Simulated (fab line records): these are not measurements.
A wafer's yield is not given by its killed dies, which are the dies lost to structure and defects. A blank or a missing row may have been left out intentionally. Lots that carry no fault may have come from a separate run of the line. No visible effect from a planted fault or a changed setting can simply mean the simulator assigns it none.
8D (eight disciplines) problem report, filled in by code || flow sky130 || the parts of the form that need people (team, actions taken, sign-off) are left out

## 1. WHAT IS WRONG
At SKY_CAPM_COAT_07, spinSpeedRpm averages 3254.4 rpm over 6 wafers from 2 lots, while fault-free wafers read 3000.0 rpm, standard deviation 2.2. That is +99 or more standard deviations from the usual mean.
The step: resist thk 1140 nm.
First observed at day 39 04:34: wafer L480.1, on lithoTrack-03. The record has a number at this step for 30 wafers belonging to 10 lots. Rule for "out" (also "out of limits"): further than 4 standard deviations from the usual mean. The rest of the wafers with a number are treated as sound.

## 2. WHAT IT IS; WHAT IT IS NOT
{"question": "which readings at this step", "is": "spinSpeedRpm", "is not": "-"}
{"question": "which lots", "is": "L480, L485", "is not": "L474, L481, L488, L490, L491, L494, L495, L496"}
{"question": "which wafers of those lots", "is": "all that have a number", "is not": "-"}
{"question": "read on which tools", "is": "lithoTrack-03", "is not": "lithoTrack-01, lithoTrack-04"}
{"question": "when", "is": "from day 39 04:34", "is not": "up to then (3 sound wafers); but 21 sound wafers of L481, L488, L490, L491, L494, L495, L496 came after"}

## 3. WHAT RULES OUT EACH SUSPECT
Counting: any tool at a process step up to the reading is kept as a suspect provided that every lot that is out went through it and no sound lot did after the first of them.
- lithoTrack-03 at SKY_CAPM_COAT_07 (resist thk 1140 nm): ruled out as a lasting fault. The sound lots L494, L495 went through it after L480, its earliest lot that is out (day 39 04:34).
Left after counting: nothing in the record.

## 4. THE CAUSE (what the simulator had put in)
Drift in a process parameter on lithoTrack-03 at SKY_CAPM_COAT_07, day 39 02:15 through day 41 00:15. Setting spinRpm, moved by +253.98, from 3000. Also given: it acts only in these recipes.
Counting ruled it out, wrongly.

## 5. THE CHAIN OF EFFECTS, in route order
Each row: a reading whose mean over the struck wafers that have a number lies more than 3 standard deviations from the usual. Readings are gone through only where the record gives a usual standard deviation; hours: the median, over the lots, of the time from a lot's start at the first step in this table giving one to that lot's start at this step; sigmas: the change measured in usual standard deviations.
{"hours": 0, "step": "SKY_CAPM_COAT_07", "reading": "spinSpeedRpm", "usual": "3000.0 rpm", "on struck wafers": 3254.4, "change": "+254.4", "sigmas": "+99 or more"}
{"hours": 13, "step": "SKY_CAPM_STRIP_14", "reading": "stripTimeToEndpointS", "usual": "12.66 s", "on struck wafers": 12.12, "change": -0.54, "sigmas": -11}
Its process steps:
- SKY_CAPM_COAT_07: resist thk 1140 nm.
- SKY_CAPM_STRIP_14: strips in O2/N2.

## 6. HOW IT WOULD HAVE BEEN CAUGHT EARLIER
In this record the first reading out of limits was taken at day 39 04:34, 2 hours after the fault began at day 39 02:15.
